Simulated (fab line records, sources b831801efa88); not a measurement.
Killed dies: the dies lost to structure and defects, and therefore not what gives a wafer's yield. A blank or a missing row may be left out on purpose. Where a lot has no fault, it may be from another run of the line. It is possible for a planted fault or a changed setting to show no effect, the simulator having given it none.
Struck lot and sound lot, side by side | flow sky130 | 17 steps out of a route of 708
Sound: the wafers L976.2, L976.3, L976.6. Wafers struck: L974.2, L974.3, L974.4. Last of all comes the cause.
Each step with rows lists, per side, the tool, then ch with its chambers, then its first start. Under that, the readings that differ: sound wafers | struck wafers | difference of the means | sigmas: that difference in standard deviations of wafers without a fault.
alike: readings whose means differ by less than 2 such deviations, and words and numbers that are the same on both sides. not compared: withheld readings, readings that some wafer has no value for, bounds like >300 that may hide the same value, and numbers for which the record gives no deviation and whose values overlap.
The two part at a step that has a row with sigmas, a row that says differs or no value, or rows on one side only. Numbers that don't overlap but have no deviation are shown without sigmas and don't part them. Lack of a reading on every wafer of one side parts them only where that side has two or more wafers.

SKY_VT_ADJUST_HVTP_OVL_MEAS_08:
  sound on overlay-01, day 7 01:10; struck on overlay-02, day 6 08:38
  alike: VT_ADJUST_HVTP_OVL
next, for these wafers, 1 step has no rows: SKY_VT_ADJUST_HVTP_IMPLANT_09.
SKY_VT_ADJUST_HVTP_STRIP_10: strips in O2/N2.
  sound on plasma asher-02 ch 0,1, day 7 01:20; struck on plasma asher-02 ch 0,1, day 6 08:49
  alike: drypump motor current A, oes product au, strip time to endpoint s
  not compared: rf hours counter h
SKY_VT_ADJUST_HVTP_TW_MEAS_11:
  sound on film metro-03, day 7 01:27; struck on film metro-04, day 6 08:56
  alike: VT_ADJUST_HVTP_TW
then, 7 steps without rows for these wafers: SKY_VT_ADJUST_LVTN_DEHYDRATE_00 (time 60 s); SKY_VT_ADJUST_LVTN_HMDS_01 (prime time 60 s); SKY_VT_ADJUST_LVTN_COAT_02 (resist thk 3000 nm); SKY_VT_ADJUST_LVTN_SOFTBAKE_03; SKY_VT_ADJUST_LVTN_EXPOSE_04 (exposes mask NWM COMPLEMENT LESS NATIVE, target cd 840 nm); SKY_VT_ADJUST_LVTN_PEB_05; SKY_VT_ADJUST_LVTN_DEVELOP_06 (develop time 60 s).
SKY_VT_ADJUST_LVTN_OVL_MEAS_07:
  sound on overlay-01, day 7 21:19; struck on overlay-01, day 7 03:56
  alike: VT_ADJUST_LVTN_OVL
SKY_VT_ADJUST_LVTN_IMPLANT_08:
  sound on implanter-03 ch 0, day 7 21:22; struck on implanter-01 ch 0, day 7 04:19
  alike: end station pressure torr
SKY_VT_ADJUST_LVTN_STRIP_09: strips in O2/N2.
  sound on plasma asher-03 ch 0, day 7 21:30; struck on plasma asher-04 ch 0,1, day 7 04:26
  reading                      | sound             | struck            | difference | sigmas
  drypump motor current A (A)  | 5.24 5.28 5.27    | 5.92 5.93 5.65    | +0.57      | +3
  strip time to endpoint s (s) | 36.87 36.87 36.83 | 37.09 37.07 37.05 | +0.21      | +3
  alike: oes product au
  not compared: rf hours counter h
SKY_VT_ADJUST_LVTN_TW_MEAS_10:
  sound on film metro-02, day 7 21:37; struck on film metro-04, day 7 04:32
  reading           | sound             | struck            | difference | sigmas
  VT_ADJUST_LVTN_TW | 238.7 238.7 240.1 | 292.9 294.4 294.2 | +54.7      | +24
then, 1 step without rows for these wafers: SKY_VT_ADJUST_LVTN_DEHYDRATE_11 (time 60 s).
-- here the record skips 39 days between the struck wafers' starts before and after, leaving off in module VT_ADJUST_LVTN and picking up in module PAD_OPEN (first step shown: number 708 of the route) --
SKY_PAD_OPEN_PROBE_99:
  sound on prober-02, day 46 18:25; struck on prober-02, day 46 06:38
  reading                                   | sound                | struck               | difference | sigmas
  model.etest.nfet_01v8_lvt.drive ua um     | 592.4 591.6 603.3    | 557.9 549.6 541.1    | -46.2      |
  model.etest.nfet_01v8_turned.drive ua um  | 518.6 521.5 531.4    | 500.2 489.8 480.1    | -33.8      |
  model.etest.nfet_01v8.drive ua um         | 515.1 515.7 531      | 495.4 484.7 485.1    | -32.2      |
  model.etest.nfet_01v8_swapped.drive ua um | 517 523 533.9        | 498.8 490.1 492.4    | -30.9      |
  model.etest.nfet_01v8_lvt.vt sat v (V)    | 0.5256 0.5261 0.518  | 0.562 0.5669 0.5768  | +0.045     |
  model.etest.nfet_01v8_lvt.vt v (V)        | 0.5998 0.601 0.6034  | 0.6194 0.6261 0.6277 | +0.0230    |
  model.etest.nfet_01v8.vt sat v (V)        | 0.6396 0.6418 0.6325 | 0.6564 0.6652 0.6684 | +0.0254    |
  model.etest.nfet_01v8_turned.vt sat v (V) | 0.6376 0.6398 0.6312 | 0.6567 0.6638 0.6734 | +0.0284    |
  alike: killed_at_M0_to_M3, killed_at_M4_up, killed at contacts, killed at front end, killed at other, killed dies, killed open, killed short

## WHERE THEY PART
At SKY_VT_ADJUST_LVTN_STRIP_09 first; at SKY_VT_ADJUST_LVTN_TW_MEAS_10 last (within this record only). Later steps at which nothing parts them and some readings are alike: SKY_PAD_OPEN_PROBE_99.

WHY: whatever the simulator had introduced
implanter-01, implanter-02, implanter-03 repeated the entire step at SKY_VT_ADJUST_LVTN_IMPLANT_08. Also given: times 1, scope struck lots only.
